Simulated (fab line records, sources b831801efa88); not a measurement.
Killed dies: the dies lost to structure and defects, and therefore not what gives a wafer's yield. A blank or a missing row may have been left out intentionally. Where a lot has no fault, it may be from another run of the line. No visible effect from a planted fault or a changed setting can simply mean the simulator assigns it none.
2 desks looking at one fault || flow gf180mcu || what lay behind the numbers comes last; until then each desk has only its own

## FROM THE METROLOGY DESK
Lot by lot, what the gauges showed, no matter which tool ran the lot: averages of those sampled wafers that carry a number. Any lot whose mean is over 4 standard deviations away from the usual mean is out of limits and marked OUT; that distance is given in the brackets.
Columns: A = V1_W_RS at GF_V1_RS_MEAS_24, usual 0.326 ohm/sq; B = V1_W_THK at GF_V1_THK_MEAS_25, usual 347 nm
{"lot": "L871", "first seen here": "day 18 06:24", "A": 0.324, "B": 348}
{"lot": "L875", "first seen here": "day 19 20:26", "A": 0.326, "B": 343}
{"lot": "L876", "first seen here": "day 20 07:13", "A": 0.326, "B": 348}
{"lot": "L882", "first seen here": "day 22 12:20", "A": 0.342, "B": 328}
{"lot": "L887", "first seen here": "day 24 07:32", "A": 0.326, "B": 344}
{"lot": "L889", "first seen here": "day 25 02:40", "A": 0.330, "B": 346}
{"lot": "L890", "first seen here": "day 25 06:05", "A": 0.328, "B": 349}
{"lot": "L891", "first seen here": "day 25 12:17", "A": 0.327, "B": 347}
{"lot": "L892", "first seen here": "day 25 17:40", "A": 0.325, "B": 349}
{"lot": "L893", "first seen here": "day 26 03:23", "A": 0.325, "B": 349}
{"lot": "L894", "first seen here": "day 26 13:31", "A": 0.325, "B": 349}
This desk found nothing out of limits on any of the 11 lots.

## THE TOOL OWNER'S DESK: cvdW-02
The tool's own readings at GF_V1_CVD_23 (deposits W, target thk 350 nm, time 105.05 s): means of the sampled wafers that have a number, for each lot that ran on this tool. Any lot whose mean is over 4 standard deviations away from the usual mean is out of limits and marked OUT; that distance is given in the brackets.
Columns: A = heaterPowerW at GF_V1_CVD_23, usual 892 W
{"lot": "L871", "first seen here": "day 18 06:17", "A": 933}
{"lot": "L875", "first seen here": "day 19 20:19", "A": 941}
{"lot": "L876", "first seen here": "day 20 07:06", "A": 918}
{"lot": "L882", "first seen here": "day 22 12:13", "A": 995}
{"lot": "L891", "first seen here": "day 25 12:10", "A": 964}
{"lot": "L894", "first seen here": "day 26 13:25", "A": 946}
This desk found nothing out of limits on any of the 6 lots.

## BROUGHT TOGETHER
Metrology desk: nothing out of limits seen.
The tool owner's desk saw nothing out of limits.

## WHAT THE SIMULATOR HAD INSERTED
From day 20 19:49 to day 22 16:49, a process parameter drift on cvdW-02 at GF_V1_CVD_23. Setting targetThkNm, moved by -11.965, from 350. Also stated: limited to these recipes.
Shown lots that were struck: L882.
